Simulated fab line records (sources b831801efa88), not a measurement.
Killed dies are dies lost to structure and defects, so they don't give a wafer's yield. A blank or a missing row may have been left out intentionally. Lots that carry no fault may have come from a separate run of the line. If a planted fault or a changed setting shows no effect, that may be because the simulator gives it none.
Problem report in the 8D (eight disciplines) form, filled by code + flow sky130 + the parts of the form that need people (team, actions taken, sign-off) are left out

== 1. THE PROBLEM ==
Across 3 wafers from 2 lots, VIA3_W_RS at SKY_VIA3_RS_MEAS_22 averages 0.156 ohm/sq, while fault-free wafers read 0.289 ohm/sq with a standard deviation of 0.0058. Measured from the usual mean, that is -23 standard deviations.
The step: measures by four-point-probe.
Earliest sighting: wafer L755.6 on film metro-04 at day 44 09:27. At this step, 30 wafers from 10 lots have a number in the record. Rule for "out", or "out of limits": more than 4 standard deviations from the usual mean. All remaining wafers that have a number are taken as sound.

== 2. WHAT IT IS, AND WHAT IT ISN'T ==
| question                    | is                           | is not                                                                          |
|-----------------------------|------------------------------|---------------------------------------------------------------------------------|
| which readings at this step | VIA3_W_RS                    | -                                                                               |
| which lots                  | L755, L758                   | L740, L742, L745, L747, L748, L750, L757, L761                                  |
| which wafers of those lots  | L755.6, L758.1, L758.6       | L755.3, L755.5, L758.3                                                          |
| read on which gauges        | film metro-03, film metro-04 | film metro-02                                                                   |
| when                        | from day 44 09:27            | up to then (20 sound wafers); but 7 sound wafers of L757, L758, L761 came after |

== 3. SUSPECTS, AND WHAT RULES EACH OUT ==
Counting: if a tool at a process step up to the reading ran every lot that is out, it stays a suspect. Sound lots after the first of them don't rule it out here, since some wafers of a struck lot are sound.
- ruled out: the gauge at SKY_VIA3_RS_MEAS_22. 2 gauges (film metro-03, film metro-04) read the wafers that are out.
- pvd sputter-04 at SKY_METAL1_SPUTTER_02 (material AlCu, target thk 250 nm, time 13.3 s): kept. It processed each lot that is out (first: L755, day 36 21:31); up to then, its last sound lot is L747 (day 34 15:16).
- cvd w-02 at SKY_VIA3_CVD_21 (deposits W, target thk 390 nm, time 117.31 s): kept. It processed each lot that is out (first: L755, day 44 09:20); up to then, its last sound lot is L750 (day 43 11:59).
Left after counting: pvd sputter-04 at SKY_METAL1_SPUTTER_02, cvd w-02 at SKY_VIA3_CVD_21.

== 4. THE CAUSE (what the simulator had put in) ==
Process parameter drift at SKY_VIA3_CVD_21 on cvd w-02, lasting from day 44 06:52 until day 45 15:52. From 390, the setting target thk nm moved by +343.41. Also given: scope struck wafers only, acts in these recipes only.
Of the 2 suspects that counting leaves, this tool is one.

== 5. THE EFFECT CHAIN, in route order ==
Each row: a reading where the mean over the struck wafers with a number is more than 3 standard deviations away from the usual. Scope: only readings with a usual standard deviation given in the record; hours: median across lots of the time from each lot's start at the first step in this table that gives one to its start at this step; sigmas: change in usual standard deviations.
| hours | step                | reading            | usual        | on struck wafers | change | sigmas |
|-------|---------------------|--------------------|--------------|------------------|--------|--------|
| 0     | SKY_VIA3_RS_MEAS_22 | VIA3_W_RS          | 0.289 ohm/sq | 0.156            | -0.133 | -23    |
| 0     | SKY_VIA3_CMP_24     | time to endpoint s | 97 s         | 183              | +86    | +19    |
It contains these process steps:
- SKY_VIA3_CMP_24: polishes, stops on SiO2, t overpolish 20 s, target thk 0 nm.
Readings that are blank on the struck wafers while sound wafers have them: VIA3_W_THK at SKY_VIA3_THK_MEAS_23.

== 6. WHAT WOULD HAVE CAUGHT IT SOONER ==
3 hours passed between the start of the fault at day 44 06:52 and the first reading out of limits at a measuring or inspecting step in this record, taken at day 44 09:27.
Of the tool readings at SKY_VIA3_CVD_21 for which the record gives a usual standard deviation, none was out on any struck wafer, so an alarm limit of 4 standard deviations on them would not have fired.
Among the 2 lots that are out, L758 began SKY_VIA3_CVD_21 on cvd w-02 after day 44 09:27. It would have been spared by a hold on the tool at that moment.
